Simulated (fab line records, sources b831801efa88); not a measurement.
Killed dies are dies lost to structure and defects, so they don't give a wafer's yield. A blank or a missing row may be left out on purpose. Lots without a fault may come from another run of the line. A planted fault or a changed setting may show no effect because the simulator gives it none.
A struck lot beside a sound one | flow gf180mcu | 27 steps out of a route of 602
Sound: wafers L774.4, L774.5, L774.6. Struck: wafers L764.2, L764.3, L764.5. The cause comes at the end.
At each step with rows: each side's tool, then ch and its chambers, then its first start. Under that, the readings that differ: sound wafers | struck wafers | difference of the means | sigmas: that difference in standard deviations of wafers without a fault.
alike: readings whose means differ by less than 2 such deviations, and words and numbers that are the same on both sides. not compared: withheld readings, readings that some wafer has no value for, bounds like >300 that may hide the same value, and numbers for which the record gives no deviation and whose values overlap.
The two part at a step that has a row with sigmas, a row that says differs or no value, or rows on one side only. Numbers that don't overlap but have no deviation are shown without sigmas and don't part them. A reading that every wafer of one side lacks parts them only if that side has two wafers or more.

GF_NWELL_STRIP_10: strips in O2/N2.
  sound on plasma_asher-01 ch 0,1, day 7 03:49; struck on plasma_asher-04 ch 0,1, day 4 13:27
  reading                      | sound             | struck            | difference | sigmas
  strip_time_to_endpoint_s (s) | 37.12 37.17 37.31 | 36.92 36.98 36.79 | -0.30      | -2
  alike: chamber_pressure_mTorr, drypump_motor_current_A, heater_power_w, oes_product_au
  not compared: rf_hours_counter_h
GF_NWELL_TW_MEAS_11:
  sound on film_metro-03, day 7 03:55; struck on film_metro-04, day 4 13:34
  alike: NWELL_TW
then, 7 steps without rows for these wafers: GF_LVPWELL_DEHYDRATE_00 (time 60 s); GF_LVPWELL_HMDS_01 (prime time 60 s); GF_LVPWELL_COAT_02 (resist thk 3000 nm); GF_LVPWELL_SOFTBAKE_03; GF_LVPWELL_EXPOSE_04 (exposes mask LVPWELL, target cd 600 nm); GF_LVPWELL_PEB_05; GF_LVPWELL_DEVELOP_06 (develop time 60 s).
GF_LVPWELL_OVL_MEAS_07:
  sound on overlay-02, day 7 19:54; struck on overlay-01, day 5 03:16
  alike: LVPWELL_OVL
then, 2 steps without rows for these wafers: GF_LVPWELL_IMPLANT_08; GF_LVPWELL_IMPLANT_09.
GF_LVPWELL_STRIP_10: strips in O2/N2.
  sound on plasma_asher-03 ch 0,1, day 7 20:15; struck on plasma_asher-01 ch 0,1, day 5 03:36
  no value came back on the struck wafers for any of 5 readings (chamber_pressure_mTorr (mTorr), drypump_motor_current_A (A) and others); on the sound wafers chamber_pressure_mTorr (mTorr) reads 1501.0 1499.2 1501.4
  reading                                   | sound | struck         | difference | sigmas
  model.coat_of_LVPWELL_COAT_02.thk_nm (nm) | 0 0 0 | 2989 2983 2989 | +2987      |
GF_LVPWELL_TW_MEAS_11:
  sound on film_metro-03, day 7 20:21; struck on film_metro-04, day 5 03:43
  reading    | sound       | struck      | difference | sigmas
  LVPWELL_TW | 560 558 559 | 570 571 571 | +12        | +2
then, 7 steps without rows for these wafers: GF_MVSD_DEHYDRATE_00 (time 60 s); GF_MVSD_HMDS_01 (prime time 60 s); GF_MVSD_COAT_02 (resist thk 3000 nm); GF_MVSD_SOFTBAKE_03; GF_MVSD_EXPOSE_04 (exposes mask MVSD, target cd 1000 nm); GF_MVSD_PEB_05; GF_MVSD_DEVELOP_06 (develop time 60 s).
GF_MVSD_OVL_MEAS_07:
  sound on overlay-02, day 8 13:13; struck on overlay-01, day 5 16:43
  alike: MVSD_OVL
then, 2 steps without rows for these wafers: GF_MVSD_IMPLANT_08; GF_MVSD_IMPLANT_09.
GF_MVSD_STRIP_10: strips in O2/N2.
  sound on plasma_asher-01 ch 0,1, day 8 13:34; struck on plasma_asher-03 ch 0, day 5 17:03
  reading                      | sound             | struck            | difference | sigmas
  oes_product_au (a.u.)        | 0.718 0.716 0.724 | 0.733 0.729 0.736 | +0.013     | +3
  strip_time_to_endpoint_s (s) | 36.95 36.87 36.81 | 80.87 80.77 80.96 | +43.99     | +99 or more
  alike: chamber_pressure_mTorr, drypump_motor_current_A, heater_power_w
  not compared: rf_hours_counter_h
GF_MVSD_TW_MEAS_11:
  sound on film_metro-04, day 8 13:40; struck on film_metro-01, day 5 17:10
  reading | sound          | struck   | difference | sigmas
  MVSD_TW | 1614 1611 1607 | 30 30 30 | -1581      | -79
then, 1 step without rows for these wafers: GF_MVPSD_DEHYDRATE_00 (time 60 s).

WHERE THEY PART
First at GF_NWELL_STRIP_10; last, within this record, at GF_MVSD_TW_MEAS_11.

WHY: what the simulator had put in
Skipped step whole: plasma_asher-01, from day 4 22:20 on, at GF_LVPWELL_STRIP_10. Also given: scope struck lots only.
